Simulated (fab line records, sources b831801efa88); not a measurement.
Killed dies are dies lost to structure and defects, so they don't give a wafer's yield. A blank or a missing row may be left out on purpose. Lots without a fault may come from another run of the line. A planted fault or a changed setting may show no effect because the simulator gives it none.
One fault seen from 2 desks | flow gf180mcu | each desk has only its own numbers; what lay behind them comes last

THE METROLOGY DESK
What the gauges read, lot by lot, whatever tool the lot ran on: means of the sampled wafers that have a number. A lot is out of limits, marked OUT, if its mean lies more than 4 standard deviations from the usual mean; the brackets give that distance.
Columns: A = VT_IMPLANT_2_TW at GF_VT_IMPLANT_TW_MEAS_21, usual 1224; B = MVPSD_RS at GF_VT_IMPLANT_RS_MEAS_49, usual 1169 ohm/sq; C = DUAL_GATE_OVL at GF_DUAL_GATE_OVL_MEAS_11, usual -1.3 nm
lot  | first seen here | A    | B    | C
L474 | day 6 08:29     | 1237 | 1170 | 0.4
L476 | day 7 00:44     | 1219 | 1171 | -0.7
L477 | day 7 08:28     | 1235 | 1168 | -0.8
L478 | day 7 17:49     | 1217 | 1166 | -2.3
L480 | day 8 02:58     | 1241 | 1166 | -1.3
L481 | day 8 15:48     | 1242 | 1170 | -3.3
L483 | day 9 00:40     | 1230 | -    | 0.3
L484 | day 9 06:11     | 1193 | 1168 | -3.4
L486 | day 9 16:45     | 1217 | -    | -0.6
L487 | day 10 00:44    | 1190 | 1173 | -1.4
L494 | day 11 20:57    | 1226 | 1166 | -0.4
L495 | day 12 01:28    | 1230 | 1173 | -0.4
L496 | day 12 10:10    | 1232 | 1168 | 1.0
This desk's finding: nothing out of limits on any of the 13 lots.

THE TOOL OWNER'S DESK: implanter-03
The tool's own readings at GF_MVPSD_IMPLANT_09: means of the sampled wafers that have a number, for each lot that ran on this tool. A lot is out of limits, marked OUT, if its mean lies more than 4 standard deviations from the usual mean; the brackets give that distance.
Columns: A = tilt_deg at GF_MVPSD_IMPLANT_09, usual 0.001 degrees
lot  | first seen here | A
L478 | day 6 11:40     | 0.000
L481 | day 7 06:16     | -0.007
L483 | day 7 14:26     | 16.227 (+99 or more) OUT
L486 | day 8 05:52     | 16.243 (+99 or more) OUT
This desk's finding: out of limits on L483, L486; first on L483, day 7 14:26 (tilt_deg at GF_MVPSD_IMPLANT_09). In limits: L478, L481.

PUT TOGETHER
The tool owner's desk could have raised an alarm at day 7 14:26, on L483, L486.
The metrology desk saw nothing out of limits.
The metrology desk has L483, L486 on record, within its limits.
Of the lots named, all ran GF_MVPSD_IMPLANT_09 on implanter-03.

WHAT THE SIMULATOR HAD PUT IN
Process parameter drift: implanter-03, from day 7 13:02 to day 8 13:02, at GF_MVPSD_IMPLANT_09. Setting tilt_deg, moved by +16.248, from 0. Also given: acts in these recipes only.
Lots struck among those shown: L483, L486.
Hours from the fault's start to each desk's first reading out of limits: the tool owner's desk, 1.
